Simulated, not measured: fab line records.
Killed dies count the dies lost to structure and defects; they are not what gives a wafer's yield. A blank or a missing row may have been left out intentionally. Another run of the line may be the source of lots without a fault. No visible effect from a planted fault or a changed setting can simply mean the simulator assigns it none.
Which tool is to blame?    flow gf180mcu    21 wafers from 7 lots sampled at 2 of the route's 602 steps

WHAT EACH GAUGE READ, for each wafer
GF_SALICIDE_THK_MEAS_05: measures by xrf.
lot   measured      on             SALICIDE_TIN_THK (nm)
L317  day 15 04:52  film metro-01  19.94 20.04 20.02
L320  day 16 15:50  film metro-03  19.96 19.63 19.60
L322  day 17 03:58  film metro-03  19.88 20.07 20.18
L324  day 18 13:37  film metro-01  19.98 20.01 20.06
L328  day 19 20:56  film metro-02  19.84 19.90 19.83
L331  day 20 12:01  film metro-01  18.45 18.15 18.41
L339  day 23 06:06  film metro-03  20.17 20.14 20.19

EACH LOT AND THE TOOL THAT RAN IT (in order: tool; ch and the chambers of the sampled wafers; start)
lot   GF_SALICIDE_SPUTTER_03
L317  pvd sputter-01, day 15 04:42
L320  pvd sputter-03, day 16 15:42
L322  pvd sputter-03, day 17 03:48
L324  pvd sputter-03, day 18 13:28
L328  pvd sputter-04, day 19 20:47
L331  pvd sputter-03, day 20 11:51
L339  pvd sputter-04, day 23 05:56
- GF_SALICIDE_SPUTTER_03: material TiN, target thk 20 nm, time 16.7 s.

THE ANSWER, worked out from the rows above alone
Rule: the usual values come from the lots themselves. The widest of any qualifying gaps counts: lots, ordered by their means at a reading, are off when they make up no more than a third of the lots, leave a main group of 4 or more, and stand apart from it by 3 or more times the standard deviation of that group's means. A main group is skipped when, at the precision printed for the reading in the tables above, its means are all equal. Also off: a lot with no number at a reading for which 4 or more lots have one. All remaining lots with rows at the step are treated as sound.
Off: L331, at GF_SALICIDE_THK_MEAS_05 (SALICIDE_TIN_THK). Main group: mean 19.97 nm, sd 0.14.
A tool fits if, at a process step before that reading, it ran every lot that is off, and no sound lot after the first of them. Those tools and the gauges at GF_SALICIDE_THK_MEAS_05 are tried in the same way. This does not decide it: 2 tools fit, namely pvd sputter-03 at GF_SALICIDE_SPUTTER_03 and film metro-01 at GF_SALICIDE_THK_MEAS_05.

WHAT HAD BEEN PUT IN BY THE SIMULATOR
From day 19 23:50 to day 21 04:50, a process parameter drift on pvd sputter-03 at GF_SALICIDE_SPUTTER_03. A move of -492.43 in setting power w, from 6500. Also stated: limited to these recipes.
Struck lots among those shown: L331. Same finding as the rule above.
